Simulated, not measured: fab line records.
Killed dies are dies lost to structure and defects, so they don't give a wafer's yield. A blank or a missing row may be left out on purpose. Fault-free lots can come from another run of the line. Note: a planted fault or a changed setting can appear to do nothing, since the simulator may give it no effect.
Chamber matching || flow sky130 || 4 sister chambers for SKY_FIELD_ISO_CMP_27 on cmp-02
The step polishes, stops on Si3N4, t overpolish 16 s, target thk 457.8 nm. 4 wafers are shown with their chamber, then 9 later ones without.

== WAFERS WITH THEIR CHAMBER ==
{"wafer": "L776.2", "chamber": 3, "motor-current-A (A)": 12.2}
{"wafer": "L776.3", "chamber": 2, "motor-current-A (A)": 13.4}
{"wafer": "L778.3", "chamber": 0, "motor-current-A (A)": 10.6}
{"wafer": "L778.6", "chamber": 1, "motor-current-A (A)": 12.5}

== WAFERS WITH NO CHAMBER GIVEN ==
{"wafer": "L779.1", "motor-current-A (A)": 13.5}
{"wafer": "L779.3", "motor-current-A (A)": 12.1}
{"wafer": "L779.5", "motor-current-A (A)": 12.4}
{"wafer": "L780.2", "motor-current-A (A)": 11.9}
{"wafer": "L780.3", "motor-current-A (A)": 13.2}
{"wafer": "L780.5", "motor-current-A (A)": 13.7}
{"wafer": "L783.1", "motor-current-A (A)": 12.4}
{"wafer": "L783.4", "motor-current-A (A)": 12.1}
{"wafer": "L783.5", "motor-current-A (A)": 11.9}

== WHICH CHAMBER EACH ONE RAN IN ==
{"wafer": "L779.1", "from the rows above": 2, "in truth": 2}
{"wafer": "L779.3", "from the rows above": "can't be placed: 3 or 1", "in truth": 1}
{"wafer": "L779.5", "from the rows above": "can't be placed: 1 or 3", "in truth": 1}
{"wafer": "L780.2", "from the rows above": "can't be placed: 3 or 1", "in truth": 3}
{"wafer": "L780.3", "from the rows above": 2, "in truth": 2}
{"wafer": "L780.5", "from the rows above": 2, "in truth": 2}
{"wafer": "L783.1", "from the rows above": "can't be placed: 1 or 3", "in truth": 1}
{"wafer": "L783.4", "from the rows above": "can't be placed: 3 or 1", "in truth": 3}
{"wafer": "L783.5", "from the rows above": "can't be placed: 3 or 1", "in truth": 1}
Correctly placed: 3 of 9. These rows do not allow placing 6 (true chamber among the candidates in 6). Placed wrongly: 0.
How it was worked out, from the rows above alone: a wafer's distance from a chamber is the root of the sum, over the readings, of the square of ((its reading less the chamber's mean) divided by the reading's scatter). The wafer belongs to the nearest chamber; if the next one is less than 2 further off, it can't be placed. Each chamber's mean is taken over the wafers shown for it. The scatter: root of mean squared gap, hidden wafer to nearest shown wafer, with one shown wafer a chamber.
